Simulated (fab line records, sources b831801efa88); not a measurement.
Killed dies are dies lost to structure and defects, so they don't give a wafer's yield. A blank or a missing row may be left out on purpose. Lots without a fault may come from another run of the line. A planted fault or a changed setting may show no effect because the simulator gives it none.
A struck lot beside a sound one | flow sky130 | 14 steps out of a route of 708
Sound: wafers L757.2, L757.3, L757.5. Struck: wafers L765.1, L765.2, L765.6. The cause comes at the end.
At each step with rows: each side's tool, then ch and its chambers, then its first start. Under that, the readings that differ: sound wafers | struck wafers | difference of the means | sigmas: that difference in standard deviations of wafers without a fault.
alike: readings whose means differ by less than 2 such deviations, and words and numbers that are the same on both sides. not compared: withheld readings, readings that some wafer has no value for, bounds like >300 that may hide the same value, and numbers for which the record gives no deviation and whose values overlap.
The two part at a step that has a row with sigmas, a row that says differs or no value, or rows on one side only. Numbers that don't overlap but have no deviation are shown without sigmas and don't part them. A reading that every wafer of one side lacks parts them only if that side has two wafers or more.

SKY_METAL2_SPUTTER_02: material AlCu, target thk 250 nm, time 13.3 s.
  sound on pvd_sputter-03, day 36 09:10; struck on pvd_sputter-02, day 38 04:14
  alike: chamber_pressure_pa, throttle_valve_pct
SKY_METAL2_SPUTTER_03: material Ti, target thk 5 nm, time 3.3 s.
  sound on pvd_sputter-03, day 36 09:12; struck on pvd_sputter-02, day 38 04:16
  alike: chamber_pressure_pa, throttle_valve_pct
SKY_METAL2_SPUTTER_04: material TiN, target thk 70 nm, time 58.3 s.
  sound on pvd_sputter-03, day 36 09:13; struck on pvd_sputter-02, day 38 04:17
  alike: chamber_pressure_pa, throttle_valve_pct
SKY_METAL2_RS_MEAS_05: measures by four-point-probe.
  sound on film_metro-02, day 36 09:17; struck on film_metro-02, day 38 04:20
  alike: METAL2_ALCU_RS
SKY_METAL2_THK_MEAS_06: measures by xrf.
  sound on film_metro-02, day 36 09:24; struck on film_metro-02, day 38 04:27
  alike: METAL2_ALCU_THK
then, 7 steps without rows for these wafers: SKY_METAL2_DEHYDRATE_07 (time 60 s); SKY_METAL2_HMDS_08 (prime time 60 s); SKY_METAL2_COAT_09 (resist thk 60 nm); SKY_METAL2_COAT_10 (resist thk 450 nm); SKY_METAL2_SOFTBAKE_11 (time 90 s); SKY_METAL2_EXPOSE_12 (exposes mask MM2, target cd 140 nm); SKY_METAL2_PEB_13.
SKY_METAL2_DEVELOP_14: develop time 58.36 s.
  sound on litho_track-02 ch 0, day 37 11:00; struck on litho_track-01, day 39 05:00
  no value came back on the struck wafers for chill_plate_temp_C (C), develop_time_s (s); on the sound wafers chill_plate_temp_C (C) reads 22.98 23.06 22.94
  reading                                       | sound             | struck            | difference | sigmas
  model.KrF-thick_of_METAL2_COAT_10.thk_nm (nm) | 435.8 435.4 435.8 | 446.8 448.1 449.2 | +12.4      |
SKY_METAL2_CD_MEAS_15: target cd 140 nm.
  sound on cd_sem-02, day 37 11:48; struck on cd_sem-01, day 39 05:19
  reading    | sound             | struck | difference                    | sigmas
  cd_nm (nm) | 141.4 141.2 142.0 | - - -  | no value on the struck wafers |

WHERE THEY PART
First at SKY_METAL2_DEVELOP_14; last, within this record, at SKY_METAL2_CD_MEAS_15.

WHY: what the simulator had put in
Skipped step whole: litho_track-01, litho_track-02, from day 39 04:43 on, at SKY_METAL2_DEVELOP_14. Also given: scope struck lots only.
